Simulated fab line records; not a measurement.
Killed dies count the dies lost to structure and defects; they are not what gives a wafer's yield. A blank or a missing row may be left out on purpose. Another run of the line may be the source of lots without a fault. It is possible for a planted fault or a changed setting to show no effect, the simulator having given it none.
Split-lot experiment    flow sfq_line    route with 325 steps; 5 lots, 15 wafers read

ABOUT THE SPLIT
At SFQ_TRILAYER_M3_LITHO_COAT_075 (resist thk 600 nm), the setting resist_thk_nm was moved away from the recipe's 600 nm on 4 of the 15 wafers read, by -5.7% to +5.5%. For the rest of the wafers, this setting stayed at what the recipe calls for.

FROM THE SPLIT TO THE READING: what the file shows between them, 4 steps
- SFQ_TRILAYER_M3_LITHO_SOFTBAKE_079
- SFQ_TRILAYER_M3_LITHO_EXPOSE_076: exposes mask M3, target cd 500 nm
- SFQ_TRILAYER_M3_LITHO_DEVELOP_077: time 60 s
- SFQ_TRILAYER_M3_BARC_OPEN_METAL_ETCH_100: etches BARC in O2, target depth 125 nm, time 41.7 s

THE READING
KrF_of_TRILAYER_M3_LITHO_COAT_075.thk_nm (the simulator's own value, which no gauge read), in nm, at SFQ_TRILAYER_M3_ETCH_METAL_ETCH_078 (etches Nb in Cl2/Ar, stops on SiO2, target depth 240 nm, time 120 s). There is no usual value for it anywhere in the file. The 11 wafers here that ran the recipe average 379.4 nm, standard deviation 3.8 nm.

wafer   tool, chamber at the split  resist_thk_nm as run, nm  against the recipe  KrF_of_TRILAYER_M3_LITHO_COAT_075.thk_nm, nm  against lot-mates on the recipe
L074.1  litho_track-04, 0           600                       recipe              376.1                                         -
L074.3  litho_track-04, 0           600                       recipe              374.5                                         -
L074.6  litho_track-04, 0           600                       recipe              375.2                                         -
L075.2  litho_track-03, 0           565.7                     -5.7%               349.9                                         -27.7
L075.3  litho_track-03, 0           600                       recipe              378.1                                         -
L075.6  litho_track-03, 0           600                       recipe              377                                           -
L079.1  litho_track-03, 0           600                       recipe              386.6                                         -
L079.3  litho_track-03, 0           600                       recipe              377                                           -
L083.1  litho_track-03, 0           600                       recipe              381.4                                         -
L083.6  litho_track-03, 0           600                       recipe              380.3                                         -
L084.1  litho_track-03, 0           633.2                     +5.5%               415.6                                         +32.1
L084.2  litho_track-03, 0           633.2                     +5.5%               411.2                                         +27.7
L084.3  litho_track-03, 0           600                       recipe              383.4                                         -
L084.4  litho_track-03, 0           633.2                     +5.5%               409.2                                         +25.7
L084.5  litho_track-03, 0           600                       recipe              383.7                                         -

FIT RESULTS
A straight line over all 15 wafers: KrF_of_TRILAYER_M3_LITHO_COAT_075.thk_nm changes by +5.66 nm for each +1% of resist_thk_nm; r = +0.98; the points scatter about the line by 3.8 nm.
The same after taking each lot's own level away (the mean of its wafers on the recipe; 15 wafers): +5.05 nm for each +1%; r = +0.99; scatter 2.4 nm.
On that fit, the largest move of resist_thk_nm shifts the reading by 29 nm.
Measured against the standard deviation above, the lots' own levels, which go from 375.27 to 383.55 nm, span 2.2 times it.
Hence the slope depends on the lot-to-lot level, as the two fits are not the same.
Check: with one of the wafers moved furthest among these (-5.7%) left out of the fit, the line predicts -29.4 nm for it against its lot-mates. It came out at -27.7 nm against them.

THE WHOLE CHAIN: every reading that the file lists as answering this split, in the file's order
step                                      what it does                                                         reading                                                                                    change (the file's fit)               r (the file's)
SFQ_TRILAYER_M3_LITHO_COAT_075            resist thk 600 nm                                                    KrF_of_TRILAYER_M3_LITHO_COAT_075.thk_nm (the simulator's own value, which no gauge read)  +5.96 nm for each +1% of the setting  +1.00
SFQ_TRILAYER_M3_BARC_OPEN_METAL_ETCH_100  etches BARC in O2, target depth 125 nm, time 41.7 s                  KrF_of_TRILAYER_M3_LITHO_COAT_075.thk_nm (the simulator's own value, which no gauge read)  +5.71 nm for each +1% of the setting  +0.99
SFQ_TRILAYER_M3_ETCH_METAL_ETCH_078       etches Nb in Cl2/Ar, stops on SiO2, target depth 240 nm, time 120 s  KrF_of_TRILAYER_M3_LITHO_COAT_075.thk_nm (the simulator's own value, which no gauge read)  +5.03 nm for each +1% of the setting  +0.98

FILE'S OWN FIT
KrF_of_TRILAYER_M3_LITHO_COAT_075.thk_nm changes by +5.03 nm for each +1% of resist_thk_nm, r = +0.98.
